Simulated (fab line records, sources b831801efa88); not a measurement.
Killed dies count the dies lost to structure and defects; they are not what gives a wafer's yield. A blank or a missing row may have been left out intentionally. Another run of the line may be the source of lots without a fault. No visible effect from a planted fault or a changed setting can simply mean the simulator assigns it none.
fab line records	flow sky130
record lots=13	wafers=39	last-day=50
route steps=708 shown SPACER@304 CAP2M@603 METAL4@629 PAD_OPEN@708
lots with no fault: from the same line, run without faults
start-h: hours from the record's first day to the start of the lot's first wafer shown	wait-h: hours from the lot's prior step to this one	" as in the row above	L1.1+2: several wafers, shown together as one row	- no value, or no start given	* or withheld: withheld	< > ~ a bound
route shown NAME@n: names a module that has steps shown in the file, with the first one's number in the route	usual: mean/standard deviation of fault-free wafers	same: alike in all rows	chamber/n: place in a boat	sites: readings site by site	_std_site: how widely they spread, as a standard deviation	_edge_site: inner sites' mean taken away from outer sites' mean	radius-mm: for every site, how far away it sits from the centre of the wafer	mask NAME#n: copy n	behind: the most recent tool/chamber to have shaped the wafer	hold: why the lot was held/for how many hours/how that ended	device: names the non-switching transistor (n, p or np)	end of line: at the end of the route, the tests of the same wafers	a step without rows: its recipe alone	killed: dies that structure and defects cost at the first sort, which is not the same as the wafer's yield	map: per-die view of a wafer (x killed, . not killed, _ where there is no die)
set.NAME: setting as actually run; set.NAME@STEP: the setting as run at that earlier step	model.NAME: the simulator's own value behind a step, which no gauge read
the route's steps for a sample of lots (tables are steps, rows are wafers)
services: a tool's chamber out of use, with start hour (start-h, from the record's first day; less than 0 if before it), hours out, and reason
## steps
# step SKY_SPACER_CVD_00
# recipe material=Si3N4	precursor=DCS/NH3	target-thk-nm=43.1	temp-c=770	time-s=740	pressure-mtorr=250
# usual spike-tc-upper-C=769.5/1.6	zone-power-centre-pct=12.51/0.22
lot.wafer	tool	chamber	start-h	wait-h	spike-tc-upper-C	zone-power-centre-pct
L257.2	lpcvd-02	0	531.49	0.0	768.4	12.23
L257.3	"	0	"	"	766.8	12.30
L257.6	"	0	"	"	769.4	12.37
L260.2	lpcvd-02	0	571.35	1.0	766.5	12.45
L260.3	"	0	"	"	768.1	12.21
L260.6	"	0	"	"	768.7	12.34
L261.2	lpcvd-02	0	572.56	0.7	767.6	12.23
L261.3	"	0	"	"	768.2	12.26
L261.6	"	0	"	"	767.3	12.40
L262.1	lpcvd-02	1	586.37	0.0	768.0	12.69
L262.3	"	1	"	"	769.5	12.79
L262.4	"	1	"	"	772.0	12.63
L263.1	lpcvd-02	1	598.13	0.0	771.6	12.77
L263.4	"	1	"	"	769.3	12.69
L263.5	"	1	"	"	770.7	12.51
L264.1	lpcvd-02	1	607.52	1.5	771.4	12.27
L264.2	"	1	"	"	770.3	12.56
L264.3	"	1	"	"	769.7	12.69
L265.1	lpcvd-02	1	627.50	0.5	770.3	12.54
L265.2	"	1	"	"	771.5	12.87
L265.3	"	1	"	"	770.7	12.76
L266.1	lpcvd-02	1	634.52	0.0	771.5	12.52
L266.3	"	1	"	"	770.6	12.55
L266.6	"	1	"	"	769.5	12.61
L275.1	lpcvd-02	0	688.66	0.0	769.0	12.16
L275.2	"	0	"	"	768.5	12.41
L275.6	"	0	"	"	770.5	12.45
L276.4	lpcvd-02	1	695.54	1.2	769.2	12.57
L276.5	"	1	"	"	771.0	12.57
L276.6	"	1	"	"	771.4	12.62
L278.1	lpcvd-02	1	716.44	0.0	769.5	12.72
L278.3	"	1	"	"	771.6	12.57
L278.6	"	1	"	"	769.6	12.82
L277.3	lpcvd-02	1	719.74	1.9	770.9	12.66
L277.4	"	1	"	"	770.5	12.82
L277.5	"	1	"	"	769.9	12.82
L279.4	lpcvd-02	1	719.74	1.8	771.8	12.84
L279.5	"	1	"	"	770.4	12.87
L279.6	"	1	"	"	770.9	12.74
# step SKY_CAP2M_CVD_00
# recipe material=SiO2	target-thk-nm=15.5	temp-c=400	time-s=withheld	rf-w=450
# usual heater-power-w=765/90
lot.wafer	tool	chamber	start-h	wait-h	heater-power-w
L257.2	pecvd-02	0	939.74	0.0	878
L257.3	"	2	"	"	754
L257.6	"	1	"	"	720
L260.2	pecvd-02	0	970.82	0.0	924
L260.3	"	1	"	"	646
L260.6	"	1	"	"	656
L261.2	pecvd-04	2	973.65	0.0	623
L261.3	"	1	"	"	699
L261.6	"	1	"	"	705
L262.1	pecvd-03	2	983.23	0.0	910
L262.3	"	0	"	"	628
L262.4	"	0	"	"	615
L263.1	pecvd-04	1	994.33	0.0	694
L263.4	"	0	"	"	866
L263.5	"	2	"	"	695
L264.1	pecvd-02	2	998.75	0.0	696
L264.2	"	0	"	"	878
L264.3	"	1	"	"	768
L265.1	pecvd-04	0	1018.09	0.0	747
L265.2	"	2	"	"	772
L265.3	"	0	"	"	743
L266.1	pecvd-02	1	1022.92	0.0	773
L266.3	"	0	"	"	833
L266.6	"	1	"	"	761
L275.1	pecvd-03	2	1062.26	0.0	945
L275.2	"	0	"	"	650
L275.6	"	0	"	"	653
L276.4	pecvd-03	1	1069.38	0.0	703
L276.5	"	0	"	"	668
L276.6	"	2	"	"	915
L278.1	pecvd-03	0	1084.43	0.0	690
L278.3	"	1	"	"	643
L278.6	"	2	"	"	990
L277.3	pecvd-03	2	1088.94	0.0	855
L277.4	"	2	"	"	866
L277.5	"	1	"	"	735
L279.4	pecvd-03	1	1091.41	0.0	739
L279.5	"	2	"	"	835
L279.6	"	0	"	"	735
# step SKY_METAL4_CD_MEAS_13
# recipe target-cd-nm=300
# usual cd-nm=300.3/1.7
lot.wafer	tool	chamber	start-h	wait-h	cd-nm
L257.2	cd-sem-01	-	990.09	-	298.1
L257.3	"	-	"	"	299.0
L257.6	"	-	"	"	298.7
L260.2	cd-sem-02	-	1019.21	-	298.7
L260.3	"	-	"	"	298.6
L260.6	"	-	"	"	298.1
L261.2	cd-sem-01	-	1021.54	-	300.6
L261.3	"	-	"	"	301.1
L261.6	"	-	"	"	300.8
L262.1	cd-sem-01	-	1031.14	-	304.2
L262.3	"	-	"	"	303.6
L262.4	"	-	"	"	303.6
L263.1	cd-sem-01	-	1039.47	-	298.6
L263.4	"	-	"	"	300.7
L263.5	"	-	"	"	297.7
L264.1	cd-sem-01	-	1045.52	-	300.6
L264.2	"	-	"	"	302.3
L264.3	"	-	"	"	301.0
L265.1	cd-sem-02	-	1062.52	-	303.0
L265.2	"	-	"	"	302.6
L265.3	"	-	"	"	304.4
L266.1	cd-sem-02	-	1068.49	-	301.6
L266.3	"	-	"	"	300.6
L266.6	"	-	"	"	299.0
L275.1	cd-sem-02	-	1104.92	-	300.6
L275.2	"	-	"	"	301.1
L275.6	"	-	"	"	301.5
L276.4	cd-sem-01	-	1112.10	-	298.9
L276.5	"	-	"	"	298.9
L276.6	"	-	"	"	298.8
L278.1	cd-sem-01	-	1126.29	-	299.4
L278.3	"	-	"	"	302.1
L278.6	"	-	"	"	297.4
L277.3	cd-sem-01	-	1129.98	-	299.6
L277.4	"	-	"	"	300.5
L277.5	"	-	"	"	298.3
L279.4	cd-sem-01	-	1132.28	-	304.0
L279.5	"	-	"	"	303.1
L279.6	"	-	"	"	304.0
# step SKY_METAL4_METAL_ETCH_18
# recipe target-depth-a=8450	stop-on=SiO2	over-etch-frac=0.3	time-s=183.1	chemistry=Cl2/BCl3	resist-sidewall-deg=88	pressure-mtorr=10	icp-w=900	bias-w=48.5	Cl2_flow_sccm=60	bcl3-flow-sccm=30
# usual drypump-motor-current-A=6.02/0.25	oes-product-au=0.866/0.0068	throttle-valve-pct=22.265/0.0087
lot.wafer	tool	chamber	start-h	wait-h	drypump-motor-current-A	oes-product-au	rf-hours-counter-h	throttle-valve-pct
L257.2	rie-metal-01	0	990.38	0.0	6.13	0.865	19	22.270
L257.3	"	0	"	"	6.13	0.860	-	22.269
L257.6	"	1	"	"	6.36	0.862	-	22.272
L260.2	rie-metal-01	0	1019.50	0.0	6.15	0.846	21	22.251
L260.3	"	1	"	"	6.37	0.871	-	22.263
L260.6	"	1	"	"	6.42	0.859	-	22.268
L261.2	rie-metal-02	1	1021.83	0.0	5.73	0.874	5	22.277
L261.3	"	0	"	"	6.06	0.867	-	22.286
L261.6	"	1	"	"	5.74	0.867	-	22.269
L262.1	rie-metal-03	1	1031.45	0.0	5.70	0.872	3	22.279
L262.3	"	0	"	"	6.02	0.863	-	22.266
L262.4	"	1	"	"	5.69	0.867	-	22.266
L263.1	rie-metal-02	1	1039.77	0.0	5.75	0.871	6	22.259
L263.4	"	0	"	"	6.08	0.878	-	22.259
L263.5	"	1	"	"	5.75	0.867	-	22.278
L264.1	rie-metal-01	0	1045.82	0.0	6.16	0.867	22	22.263
L264.2	"	1	"	"	6.36	0.871	12	22.261
L264.3	"	1	"	"	6.40	0.854	-	22.258
L265.1	rie-metal-02	0	1062.83	0.0	6.04	0.857	15	22.255
L265.2	"	1	"	"	5.75	0.869	8	22.273
L265.3	"	0	"	"	6.05	0.865	-	22.275
L266.1	rie-metal-01	0	1068.80	0.0	6.14	0.873	24	22.256
L266.3	"	1	"	"	6.42	0.872	-	22.264
L266.6	"	0	"	"	6.16	0.878	-	22.270
L275.1	rie-metal-03	1	1105.35	0.0	5.70	0.867	8	22.276
L275.2	"	0	"	"	5.99	0.853	14	22.283
L275.6	"	0	"	"	6.00	0.865	-	22.264
L276.4	rie-metal-02	0	1112.41	0.1	6.03	0.876	-	22.271
L276.5	"	1	"	"	5.75	0.856	-	22.271
L276.6	"	0	"	"	6.06	0.870	-	22.266
L278.1	rie-metal-03	0	1126.60	0.0	6.01	0.866	17	22.269
L278.3	"	1	"	"	5.69	0.861	-	22.259
L278.6	"	0	"	"	6.00	0.861	-	22.255
L277.3	rie-metal-01	1	1130.31	0.1	6.43	0.868	-	22.265
L277.4	"	0	"	"	6.15	0.861	-	22.273
L277.5	"	1	"	"	6.38	0.881	-	22.254
L279.4	rie-metal-02	0	1132.58	0.1	6.04	0.857	-	22.252
L279.5	"	1	"	"	5.74	0.873	-	22.274
L279.6	"	0	"	"	6.05	0.859	-	22.262
# step SKY_PAD_OPEN_PROBE_99
# usual killed_at_M0_to_M3=46/6.7	killed_at_M4_up=3.3/2	killed-at-contacts=24/5.4	killed-at-front-end=15/4.3	killed-at-other=0.4/0.64	killed-dies=89/9.1	killed-open=48/7.2	killed-short=40/6.3
# same gross-dies=492	killed-at-back-side=0
lot.wafer	tool	chamber	start-h	wait-h	killed_at_M0_to_M3	killed_at_M4_up	killed-at-contacts	killed-at-front-end	killed-at-other	killed-dies	killed-open	killed-short
L264.1	prober-01	-	1136.16	0.1	31	1	26	61	0	119	36	36
L264.2	prober-01	-	1136.21	0.1	35	0	28	51	1	115	48	23
L264.3	prober-01	-	1136.26	0.2	44	2	34	58	0	138	55	39
L265.1	prober-02	-	1152.10	0.1	34	1	15	59	0	109	32	34
L265.2	prober-02	-	1152.15	0.1	54	1	18	60	0	133	49	37
L265.3	prober-02	-	1152.20	0.2	47	2	25	56	1	131	49	41
L266.1	prober-01	-	1156.68	0.1	42	4	32	56	0	134	58	37
L266.3	prober-01	-	1156.78	0.2	40	1	25	44	1	111	48	32
L266.6	prober-01	-	1156.93	0.2	45	2	23	58	0	128	39	48
# killed by level:class
L264.1 SPACER:unspecified=47 LI_CONTACT:geometric-particle:open=10 VIA2:geometric-particle:open=7 FIELD_ISO:geometric-particle:short=6 CONTACT:geometric-particle:short=5 CONTACT:geometric-particle:open=5 VIA3:geometric-particle:open=5 LOCAL_INTERCONNECT:geometric-particle:short=4
L264.2 SPACER:unspecified=44 CONTACT:geometric-particle:open=11 LI_CONTACT:geometric-particle:open=10 VIA2:geometric-particle:open=8 METAL1:geometric-particle:short=7 VIA1:geometric-particle:open=7 POLY_GATE:geometric-particle:open=4 VIA3:geometric-particle:open=4
L264.3 SPACER:unspecified=44 CONTACT:geometric-particle:open=13 VIA2:geometric-particle:open=9 VIA3:geometric-particle:open=9 LI_CONTACT:geometric-particle:open=7 METAL2:geometric-particle:short=7 CONTACT:geometric-particle:short=6 POLY_GATE:geometric-particle:open=5
L265.1 SPACER:unspecified=43 VIA3:geometric-particle:open=8 FIELD_ISO:geometric-particle:short=6 METAL1:geometric-particle:short=6 CONTACT:geometric-particle:open=5 POLY_GATE:geometric-particle:open=4 LI_CONTACT:geometric-particle:open=4 POLY_GATE:geometric-particle:short=3
L265.2 SPACER:unspecified=46 VIA3:geometric-particle:open=12 CONTACT:geometric-particle:open=11 VIA1:geometric-particle:open=8 METAL1:geometric-particle:short=7 VIA2:geometric-particle:open=6 FIELD_ISO:geometric-particle:open=5 VIA3:geometric-particle:short=5
L265.3 SPACER:unspecified=41 VIA1:geometric-particle:open=10 CONTACT:geometric-particle:open=9 METAL1:geometric-particle:short=7 VIA2:geometric-particle:open=7 POLY_GATE:geometric-particle:open=6 LOCAL_INTERCONNECT:geometric-particle:short=6 LI_CONTACT:geometric-particle:open=5
L266.1 SPACER:unspecified=39 CONTACT:geometric-particle:open=12 LI_CONTACT:geometric-particle:open=10 FIELD_ISO:geometric-particle:open=9 VIA1:geometric-particle:open=9 VIA3:geometric-particle:open=9 VIA3:geometric-particle:short=5 METAL4:geometric-particle:short=4
L266.3 SPACER:unspecified=31 VIA1:geometric-particle:open=11 CONTACT:geometric-particle:open=8 LI_CONTACT:geometric-particle:open=7 VIA2:geometric-particle:open=6 VIA3:geometric-particle:short=6 VIA3:geometric-particle:open=5 CONTACT:geometric-particle:short=4
L266.6 SPACER:unspecified=41 METAL1:geometric-particle:short=9 CONTACT:geometric-particle:open=8 LI_CONTACT:geometric-particle:open=7 VIA1:geometric-particle:open=7 FIELD_ISO:geometric-particle:short=6 METAL2:geometric-particle:short=6 CONTACT:geometric-particle:short=5
## services
tool	chamber	start-h	hours	kind
pecvd-04	-	509.88	0.8	pm
rie-metal-02	-	509.96	0.9	repair
pecvd-02	-	545.89	2.8	pm
rie-metal-01	-	561.13	2.8	pm
pecvd-03	1	576.01	5.3	repair
rie-metal-03	-	584.92	1.4	pm
rie-metal-01	1	630.29	7.6	repair
rie-metal-01	-	636.99	0.7	repair
pecvd-03	-	647.60	2.3	repair
pecvd-02	-	663.91	4.5	repair
rie-metal-01	-	669.00	14.6	pm
pecvd-03	1	794.91	20.6	repair
rie-metal-02	1	797.27	13.0	repair
pecvd-03	2	807.13	20.1	repair
rie-metal-02	0	826.93	2.3	repair
pecvd-03	-	883.32	1.6	repair
pecvd-03	2	908.21	3.8	repair
pecvd-03	0	916.96	21.5	repair
pecvd-02	-	930.70	0.8	repair
pecvd-02	-	976.20	5.5	pm
pecvd-02	-	989.03	7.3	repair
pecvd-03	1	1040.99	2.7	repair
rie-metal-01	-	1064.44	0.4	repair
pecvd-02	-	1105.13	6.0	pm
## key
first-sign step=SKY_PAD_OPEN_PROBE_99	reading=killed-at-front-end	direction=up	sigmas=9.5	usual=15	struck=56
effect step=SKY_PAD_OPEN_PROBE_99	reading=killed-dies	direction=up	sigmas=3.9	usual=89	struck=124
met-at SKY_SPACER_CVD_00
struck-lots L264,L265,L266
tester-left-out L264,L265,L266
not-acting-at SKY_CAP2M_CVD_00,SKY_METAL4_CD_MEAS_13,SKY_METAL4_METAL_ETCH_18
onset-between 598.13 607.52
fault kind=chamber-particle-source	tool=lpcvd-02	chamber=-	onset-h=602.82	steps=SKY_SPACER_CVD_00	rate-per-visit-cm2=0.4189	end-h=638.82
# tester-left-out: of these lots the tester's yield and bins aren't shown, on N5 and GAA mostly nor the transistor test; their killed dies are dies lost to structure and defects alone, not to doping, threshold or leakage, so they don't give the yield
